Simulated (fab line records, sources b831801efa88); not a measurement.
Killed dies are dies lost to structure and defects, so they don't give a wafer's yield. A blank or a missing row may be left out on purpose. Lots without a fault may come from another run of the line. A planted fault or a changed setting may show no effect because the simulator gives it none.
fab line records | flow gf180mcu
record lots=5 wafers=15 last_day=34
route steps=602 shown HV_LDD@192
lots that met no fault: from a run of the same line without faults
start_h: hours from the record's first day to the start of the lot's first wafer shown | wait_h: hours since the lot's step before | " the same as in the row above | L1.1+2: a row that stands for several wafers | - no value, or no start given | * or withheld: withheld | < > ~ a bound
route shown NAME@n: a module of which the file shows steps, and the number in the route of the first | usual: mean/standard deviation of fault-free wafers | same: alike in all rows | chamber/n: place in a boat | sites: the reading at each site | _std_site: their standard deviation | _edge_site: outer sites' mean less inner sites' | radius_mm: how far each site lies from the wafer's centre | mask NAME#n: copy n | behind: the tool/chamber that last shaped the wafer | hold: why the lot was held/for how many hours/how that ended | device: the transistor (n, p or np) that didn't switch | end of line: the same wafers' tests at the end of the route | a step without rows: its recipe alone | killed: dies lost to structure and defects at the first sort, not the wafer's yield | map: a wafer's dies, x killed, . not, _ none there
set.NAME: the setting as run; set.NAME@STEP: as run at that earlier step | model.NAME: the simulator's own value behind a step, which no gauge read
lots at some steps of the route; a table a step, a row a wafer
services: from which hour (start_h, from the record's first day; less than 0 if before it) a tool's chamber was out of use, for how many hours, and why
## steps
# step GF_HV_LDD_EXPOSE_16
# recipe mask_id=Pplus_LV_AREA target_cd_nm=400 na=0.6 source_shape=conventional sigma_outer=0.6 dose_mj=140
# usual stage_vel_mm_s=500.07/0.25
# columns lot.wafer tool chamber start_h wait_h mask stage_vel_mm_s
L075.1 iline_stepper-02 0 - - Pplus_LV_AREA#0 499.93
L075.3 " 0 " " Pplus_LV_AREA#0 500.21
L075.4 " 0 " " Pplus_LV_AREA#0 499.57
L079.3 iline_stepper-02 0 - - Pplus_LV_AREA#0 499.80
L079.4 " 0 " " Pplus_LV_AREA#0 500.18
L079.6 " 0 " " Pplus_LV_AREA#0 499.86
L084.1 iline_stepper-02 0 - - Pplus_LV_AREA#0 500.49
L084.3 " 0 " " Pplus_LV_AREA#0 500.52
L084.6 " 0 " " Pplus_LV_AREA#0 500.22
L093.3 iline_stepper-01 0 - - Pplus_LV_AREA#0 500.14
L093.4 " 0 " " Pplus_LV_AREA#0 500.13
L093.6 " 0 " " Pplus_LV_AREA#0 500.00
L095.2 iline_stepper-02 0 - - Pplus_LV_AREA#0 499.67
L095.3 " 0 " " Pplus_LV_AREA#0 500.15
L095.4 " 0 " " Pplus_LV_AREA#0 500.20
# step GF_HV_LDD_PEB_17
# recipe temp_c=withheld time_s=* resist=NOVOLAK
# columns lot.wafer tool chamber start_h wait_h
L075.1+3+4 litho_track-03 0 - -
L079.3+4+6 litho_track-04 0 - -
L084.1+3+6 litho_track-04 0 - -
L093.3+4+6 litho_track-03 0 - -
L095.2+3+4 litho_track-03 0 - -
# step GF_HV_LDD_DEVELOP_18
# recipe develop_time_s=60 dev_temp_c=23
# columns lot.wafer tool chamber start_h wait_h
L075.1+3+4 litho_track-03 0 243.32 0.1
L079.3+4+6 litho_track-04 0 274.67 0.1
L084.1+3+6 litho_track-04 0 311.07 0.1
L093.3+4+6 litho_track-03 0 380.76 0.1
L095.2+3+4 litho_track-03 0 394.94 0.1
# step GF_HV_LDD_CD_MEAS_19
# recipe target_cd_nm=400
# usual cd_nm=400.3/2.6
# columns lot.wafer tool chamber start_h wait_h cd_nm
L075.1 cd_sem-01 - 243.47 0.1 400.2
L075.3 " - " " 400.7
L075.4 " - " " 399.5
L079.3 cd_sem-02 - 274.81 0.1 402.8
L079.4 " - " " 401.3
L079.6 " - " " 401.0
L084.1 cd_sem-02 - 311.22 0.1 403.3
L084.3 " - " " 401.6
L084.6 " - " " 402.0
L093.3 cd_sem-01 - 380.90 0.1 398.6
L093.4 " - " " 400.6
L093.6 " - " " 401.6
L095.2 cd_sem-02 - 395.08 0.1 402.2
L095.3 " - " " 405.0
L095.4 " - " " 403.4
# step GF_HV_LDD_OVL_MEAS_20
# usual HV_LDD_01_OVL=0.3/1.3
# columns lot.wafer tool chamber start_h wait_h HV_LDD_01_OVL[nm]
L075.1 overlay-01 - 243.59 0.1 0.4
L075.3 " - " " 0.0
L075.4 " - " " -0.5
L079.3 overlay-02 - 274.90 0.1 0.5
L079.4 " - " " -1.8
L079.6 " - " " -1.2
L084.1 overlay-02 - 311.34 0.1 0.2
L084.3 " - " " -0.8
L084.6 " - " " -2.3
L093.3 overlay-01 - 381.00 0.1 0.6
L093.4 " - " " 1.8
L093.6 " - " " 0.1
L095.2 overlay-02 - 395.19 0.1 -0.2
L095.3 " - " " 0.6
L095.4 " - " " -0.1
# step GF_HV_LDD_IMPLANT_21
# recipe species=BF2 energy_kev=25 dose_cm2=5e+13 tilt_deg=7
# usual end_station_pressure_torr=5.23e-06/2.8e-07
# same implant_ion_amu=49
# columns lot.wafer tool chamber start_h wait_h end_station_pressure_torr
L075.1 implanter-04 0 243.62 0.0 5.09e-06
L075.3 " 0 " " 4.88e-06
L075.4 " 0 " " 5.46e-06
L079.3 implanter-02 0 274.97 0.1 5.24e-06
L079.4 " 0 " " 5.34e-06
L079.6 " 0 " " 5.32e-06
L084.1 implanter-04 0 311.37 0.0 5.01e-06
L084.3 " 0 " " 5.26e-06
L084.6 " 0 " " 5.48e-06
L093.3 implanter-02 0 381.07 0.1 5.45e-06
L093.4 " 0 " " 5.48e-06
L093.6 " 0 " " 4.83e-06
L095.2 implanter-03 0 395.24 0.0 5.32e-06
L095.3 " 0 " " 5.23e-06
L095.4 " 0 " " 5.25e-06
# step GF_HV_LDD_STRIP_22
# recipe chemistry=O2/N2 power_w=1400 pressure_mtorr=1500 platen_temp_c=250 o2_flow_sccm=3000 n2_flow_sccm=300 overash_fraction=0.5
# usual drypump_motor_current_A=5.6/0.47 heater_power_w=310/35 oes_product_au=0.715/0.0049 strip_time_to_endpoint_s=12.61/0.039
# columns lot.wafer tool chamber start_h wait_h drypump_motor_current_A heater_power_w oes_product_au rf_hours_counter_h strip_time_to_endpoint_s
L075.1 plasma_asher-04 0 243.77 0.1 5.2 369 0.720 47 12.54
L075.3 " 1 " " 5.8 284 0.722 - 12.58
L075.4 " 0 " " 5.2 369 0.708 - 12.57
L079.3 plasma_asher-01 1 275.11 0.1 6.2 273 0.714 - 12.62
L079.4 " 0 " " 6.0 282 0.719 - 12.61
L079.6 " 0 " " 6.0 283 0.713 - 12.58
L084.1 plasma_asher-03 0 311.52 0.1 4.9 338 0.717 65 12.57
L084.3 " 1 " " 5.4 312 0.722 - 12.53
L084.6 " 0 " " 4.9 341 0.710 - 12.55
L093.3 plasma_asher-04 1 381.20 0.1 5.8 288 0.720 - 12.64
L093.4 " 0 " " 5.2 375 0.715 - 12.62
L093.6 " 1 " " 5.8 288 0.720 - 12.64
L095.2 plasma_asher-03 1 395.37 0.1 5.4 321 0.719 73 12.61
L095.3 " 0 " " 4.9 341 0.724 - 12.56
L095.4 " 1 " " 5.4 323 0.714 - 12.59
# step GF_HV_LDD_TW_MEAS_23
# usual HV_LDD_2_TW=1056/5.3
# columns lot.wafer tool chamber start_h wait_h HV_LDD_2_TW
L075.1 film_metro-02 - 243.87 0.1 1059
L075.3 " - " " 1059
L075.4 " - " " 1067
L079.3 film_metro-04 - 275.19 0.1 1061
L079.4 " - " " 1063
L079.6 " - " " 1064
L084.1 film_metro-03 - 311.62 0.1 1048
L084.3 " - " " 1050
L084.6 " - " " 1051
L093.3 film_metro-03 - 381.29 0.1 1048
L093.4 " - " " 1048
L093.6 " - " " 1044
L095.2 film_metro-02 - 395.48 0.1 1050
L095.3 " - " " 1053
L095.4 " - " " 1050
# step GF_HV_LDD_DEHYDRATE_24
# recipe temp_c=200 time_s=60
# columns lot.wafer tool chamber start_h wait_h
L075.1+3+4 litho_track-02 0 252.10 8.2
L079.3+4+6 litho_track-03 0 284.06 8.9
L084.1+3+6 litho_track-04 0 321.27 9.6
L093.3+4+6 litho_track-03 0 392.26 11.0
L095.2+3+4 litho_track-03 0 406.44 10.9
# step GF_HV_LDD_HMDS_25
# recipe prime_time_s=60 prime_temp_c=120
# columns lot.wafer tool chamber start_h wait_h
L075.1+3+4 litho_track-02 0 252.25 0.1
L079.3+4+6 litho_track-03 0 284.21 0.1
L084.1+3+6 litho_track-04 0 321.42 0.1
L093.3+4+6 litho_track-03 0 392.41 0.1
L095.2+3+4 litho_track-03 0 406.59 0.1
# step GF_HV_LDD_COAT_26
# recipe resist=NOVOLAK spin_rpm=3000 resist_thk_nm=1000
# columns lot.wafer tool chamber start_h wait_h
L075.1+3+4 litho_track-02 0 252.40 0.1
L079.3+4+6 litho_track-03 0 284.36 0.1
L084.1+3+6 litho_track-04 0 321.57 0.1
L093.3+4+6 litho_track-03 0 392.56 0.1
L095.2+3+4 litho_track-03 0 406.74 0.1
# step GF_HV_LDD_SOFTBAKE_27
# recipe temp_c=90 time_s=60 resist=NOVOLAK
# columns lot.wafer tool chamber start_h wait_h
L075.1+3+4 litho_track-02 0 252.55 0.1
L079.3+4+6 litho_track-03 0 284.51 0.1
L084.1+3+6 litho_track-04 0 321.72 0.1
L093.3+4+6 litho_track-03 0 392.71 0.1
L095.2+3+4 litho_track-03 0 406.89 0.1
# step GF_HV_LDD_EXPOSE_28
# recipe mask_id=Nplus_HV_AREA target_cd_nm=400 na=0.6 source_shape=conventional sigma_outer=0.6 dose_mj=140
# usual stage_vel_mm_s=500.01/0.3
# columns lot.wafer tool chamber start_h wait_h mask stage_vel_mm_s
L075.1 iline_stepper-01 0 - - Nplus_HV_AREA#0 499.61
L075.3 " 0 " " Nplus_HV_AREA#0 499.95
L075.4 " 0 " " Nplus_HV_AREA#0 499.76
L079.3 iline_stepper-01 0 - - Nplus_HV_AREA#0 500.41
L079.4 " 0 " " Nplus_HV_AREA#0 500.52
L079.6 " 0 " " Nplus_HV_AREA#0 500.93
L084.1 iline_stepper-01 0 - - Nplus_HV_AREA#0 499.99
L084.3 " 0 " " Nplus_HV_AREA#0 499.95
L084.6 " 0 " " Nplus_HV_AREA#0 499.75
L093.3 iline_stepper-01 0 - - Nplus_HV_AREA#0 499.85
L093.4 " 0 " " Nplus_HV_AREA#0 499.63
L093.6 " 0 " " Nplus_HV_AREA#0 499.90
L095.2 iline_stepper-01 0 - - Nplus_HV_AREA#0 499.76
L095.3 " 0 " " Nplus_HV_AREA#0 499.83
L095.4 " 0 " " Nplus_HV_AREA#0 499.61
# step GF_HV_LDD_PEB_29
# recipe temp_c=withheld time_s=* resist=NOVOLAK
# columns lot.wafer tool chamber start_h wait_h
L075.1+3+4 litho_track-02 0 - -
L079.3+4+6 litho_track-02 0 - -
L084.1+3+6 litho_track-04 0 - -
L093.3+4+6 litho_track-03 0 - -
L095.2+3+4 litho_track-02 0 - -
# step GF_HV_LDD_DEVELOP_30
# recipe develop_time_s=60 dev_temp_c=23
# columns lot.wafer tool chamber start_h wait_h
L075.1+3+4 litho_track-02 0 261.05 0.1
L079.3+4+6 litho_track-02 0 294.05 0.1
L084.1+3+6 litho_track-04 0 332.21 0.1
L093.3+4+6 litho_track-03 0 403.81 0.1
L095.2+3+4 litho_track-02 0 418.67 0.1
# step GF_HV_LDD_CD_MEAS_31
# recipe target_cd_nm=400
# usual cd_nm=399.7/2.2
# columns lot.wafer tool chamber start_h wait_h cd_nm
L075.1 cd_sem-02 - 261.20 0.1 399.6
L075.3 " - " " 402.9
L075.4 " - " " 400.9
L079.3 cd_sem-02 - 294.19 0.1 400.0
L079.4 " - " " 400.5
L079.6 " - " " 399.3
L084.1 cd_sem-02 - 332.36 0.1 400.6
L084.3 " - " " 400.8
L084.6 " - " " 401.4
L093.3 cd_sem-02 - 403.95 0.1 400.3
L093.4 " - " " 401.6
L093.6 " - " " 398.7
L095.2 cd_sem-02 - 418.82 0.1 399.7
L095.3 " - " " 397.4
L095.4 " - " " 400.9
## services
# columns tool chamber start_h hours kind
plasma_asher-01 - 222.06 4.3 pm
iline_stepper-01 - 231.75 9.7 repair
plasma_asher-04 - 257.52 4.1 repair
implanter-03 - 258.39 1.8 repair
implanter-03 - 259.57 1.9 repair
implanter-03 - 267.72 1.7 repair
iline_stepper-01 - 288.52 0.5 repair
implanter-02 - 297.09 5.7 pm
plasma_asher-03 - 301.29 2.8 pm
implanter-02 - 313.90 1.6 repair
implanter-04 - 319.04 4.6 repair
iline_stepper-02 0 321.41 - calibration
plasma_asher-04 - 326.92 2.3 repair
plasma_asher-01 - 333.18 0.9 repair
iline_stepper-02 - 335.00 1.7 pm
implanter-02 - 338.31 2.7 pm
plasma_asher-04 - 349.12 4.3 pm
litho_track-03 - 362.40 - consumable_replace:filter
iline_stepper-01 - 381.44 1.7 pm
implanter-04 - 397.09 1.0 repair
## key
fault none
